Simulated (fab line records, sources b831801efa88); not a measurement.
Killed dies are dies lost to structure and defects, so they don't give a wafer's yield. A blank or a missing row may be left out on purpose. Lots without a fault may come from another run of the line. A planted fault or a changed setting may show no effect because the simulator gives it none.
Chamber matching | flow sky130 | SKY_VIA3_ETCH_15 on rie_diel-04: 4 sister chambers
The step etches SiO2 in C4F8/O2/Ar, stops on TiN, target depth 507 nm, time 78 s. 20 wafers are shown with their chamber, then 10 later ones without.

WAFERS WITH THEIR CHAMBER
wafer  | chamber | oes_product_au (a.u.) | chamber_pressure_mTorr (mTorr)
L077.3 | 1       | 0.939                 | 39.97
L077.4 | 1       | 0.938                 | 39.99
L077.5 | 3       | 0.955                 | 40.04
L082.2 | 2       | 0.946                 | 40.01
L082.3 | 0       | 0.946                 | 40.00
L082.6 | 0       | 0.948                 | 40.00
L083.2 | 0       | 0.945                 | 39.94
L083.3 | 1       | 0.947                 | 39.94
L083.4 | 2       | 0.957                 | 40.05
L085.1 | 2       | 0.938                 | 40.04
L085.2 | 1       | 0.934                 | 40.04
L085.5 | 1       | 0.943                 | 39.98
L086.1 | 1       | 0.946                 | 40.01
L086.2 | 2       | 0.947                 | 39.95
L086.6 | 2       | 0.939                 | 39.98
L089.1 | 0       | 0.942                 | 40.05
L089.3 | 3       | 0.954                 | 40.01
L089.4 | 2       | 0.946                 | 39.93
L090.2 | 0       | 0.941                 | 40.09
L090.4 | 1       | 0.947                 | 40.05

SIGNATURES (means of the wafers above)
reading                | chamber 0 | chamber 1 | chamber 2 | chamber 3 | scatter within a chamber
oes_product_au         | 0.94440   | 0.94200   | 0.94550   | 0.95450   | 0.00514
chamber_pressure_mTorr | 40.0160   | 39.9971   | 39.9933   | 40.0250   | 0.0463
Rule: a wafer's distance from a chamber is the root of the sum, over the readings, of the square of ((its reading less the chamber's mean) divided by the reading's scatter). The wafer belongs to the nearest chamber; if the next one is less than 2 further off, it can't be placed. The scatter: the root of (the sum of the squares of (reading less its chamber's mean) over the shown wafers, divided by (wafers less chambers)).

WAFERS WITHOUT THEIR CHAMBER
wafer  | oes_product_au (a.u.) | chamber_pressure_mTorr (mTorr)
L090.5 | 0.946                 | 40.03
L092.1 | 0.942                 | 39.95
L092.2 | 0.950                 | 39.99
L092.6 | 0.945                 | 40.05
L093.1 | 0.948                 | 40.00
L093.2 | 0.945                 | 39.99
L093.3 | 0.946                 | 39.98
L095.4 | 0.952                 | 40.02
L095.5 | 0.952                 | 40.01
L095.6 | 0.960                 | 39.95

WHICH CHAMBER EACH WENT THROUGH
wafer  | from the rows above               | in truth
L090.5 | can't be placed: 0 or 2 or 1 or 3 | 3
L092.1 | can't be placed: 1 or 2 or 0 or 3 | 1
L092.2 | can't be placed: 2 or 3 or 0 or 1 | 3
L092.6 | can't be placed: 0 or 2 or 1 or 3 | 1
L093.1 | can't be placed: 2 or 0 or 1 or 3 | 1
L093.2 | can't be placed: 2 or 0 or 1 or 3 | 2
L093.3 | can't be placed: 2 or 0 or 1 or 3 | 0
L095.4 | can't be placed: 3 or 2 or 0 or 1 | 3
L095.5 | can't be placed: 3 or 2 or 0 or 1 | 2
L095.6 | can't be placed: 3 or 2 or 0 or 1 | 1
Placed correctly: 0 of 10. Can't be placed from these rows: 10 (the true chamber is among the candidates in 10). Placed wrongly: 0.
